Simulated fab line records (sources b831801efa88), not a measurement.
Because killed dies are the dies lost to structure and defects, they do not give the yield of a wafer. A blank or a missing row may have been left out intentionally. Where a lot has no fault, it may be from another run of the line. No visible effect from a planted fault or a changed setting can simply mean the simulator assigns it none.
Struck lot and sound lot, side by side | flow sky130 | 15 out of 708 route steps
Sound: the wafers L612.1, L612.3, L612.4. The struck wafers were L621.3, L621.4, L621.5. The cause is named last.
For every step that has rows: the tool of each side, followed by ch and its chambers, followed by its first start. Under that, the readings that differ: sound wafers | struck wafers | difference of the means | sigmas: that difference in standard deviations of wafers without a fault.
alike: words and numbers the same on both sides, and readings whose means are apart by under 2 such deviations; not compared: readings that were withheld, readings missing a value for some wafer, numbers with overlapping values and no deviation given by the record, and bounds like >300 which may hide the same value.
The two part at a step that has a row with sigmas, a row that says differs or no value, or rows on one side only. When numbers do not overlap yet have no deviation, they are printed without sigmas and do not part them. A reading that every wafer of one side lacks parts them only if that side has two wafers or more.

SKY_POLY_GATE_THK_MEAS_04:
  struck on film metro-03, day 20 16:09; sound on film metro-03, day 18 00:38
  alike: POLY_GATE_CVD_03_THK
then, 8 steps without rows for these wafers: SKY_POLY_GATE_DEHYDRATE_05 (time 60 s); SKY_POLY_GATE_HMDS_06 (prime time 60 s); SKY_POLY_GATE_COAT_07 (resist thk 110 nm); SKY_POLY_GATE_COAT_08 (resist thk 450 nm); SKY_POLY_GATE_SOFTBAKE_09 (time 90 s); SKY_POLY_GATE_EXPOSE_10 (exposes mask P1M, target cd 150 nm); SKY_POLY_GATE_PEB_11; SKY_POLY_GATE_DEVELOP_12 (develop time 60 s).
SKY_POLY_GATE_CD_MEAS_13: the cd target is 150 nm.
  struck on cd sem-02, day 21 23:09; sound on cd sem-01, day 19 06:35
  alike: cd nm
SKY_POLY_GATE_OVL_MEAS_14:
  struck on overlay-02, day 21 23:14; sound on overlay-01, day 19 06:42
  alike: POLY_GATE_OVL
SKY_POLY_GATE_ETCH_15: etches BARC in N2/H2, stops on SiO2, time 118.5 s, target depth 110 nm.
  sound on rie diel-01 ch 0,2,3, day 19 06:44; struck on rie diel-01 ch 0,1,2, day 21 23:16
  alike: bias w, chamber pressure mTorr, drypump motor current A, oes product au, throttle valve pct
  not compared: rf hours counter h
SKY_POLY_GATE_ETCH_16: etches Si3N4 in CH3F/O2, stops on poly-Si, time 147.5 s, target depth 75 nm.
  sound on rie diel-01 ch 0,2,3, day 19 06:49; struck on rie diel-01 ch 0,1,2, day 21 23:21
  reading    | sound             | struck            | difference | sigmas
  bias w (W) | 80.22 80.51 79.89 | 77.46 77.31 77.26 | -2.86      | -12
  alike: O2_flow_sccm, chamber pressure mTorr, drypump motor current A, oes product au, throttle valve pct
  not compared: rf hours counter h
SKY_POLY_GATE_ETCH_17: etches poly-Si in HBr/Cl2, stops on SiO2, target depth 180 nm, time 70.5 s.
  sound on rie si-02 ch 0,2,3, day 19 06:55; struck on rie si-01 ch 0,1,2, day 21 23:27
  alike: HBr_flow_sccm, bias w, chamber pressure mTorr, drypump motor current A, oes product au, throttle valve pct
  not compared: rf hours counter h
-- the record jumps here: 27 days lie between the struck wafers' starts before and after (it left off in module POLY_GATE and takes up again in module PAD_OPEN, whose first step shown is number 708 of the route) --
SKY_PAD_OPEN_PROBE_99:
  the record has rows for the struck wafers here (prober-02, day 49 11:11) and none for the sound ones

WHERE THEY PART
Last at SKY_PAD_OPEN_PROBE_99 as far as this record goes, first at SKY_POLY_GATE_ETCH_16.

WHY: the cause the simulator had injected
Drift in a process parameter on rie diel-01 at SKY_POLY_GATE_ETCH_16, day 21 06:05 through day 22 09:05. A move of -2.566 in setting bias w, from 80. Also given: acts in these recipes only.
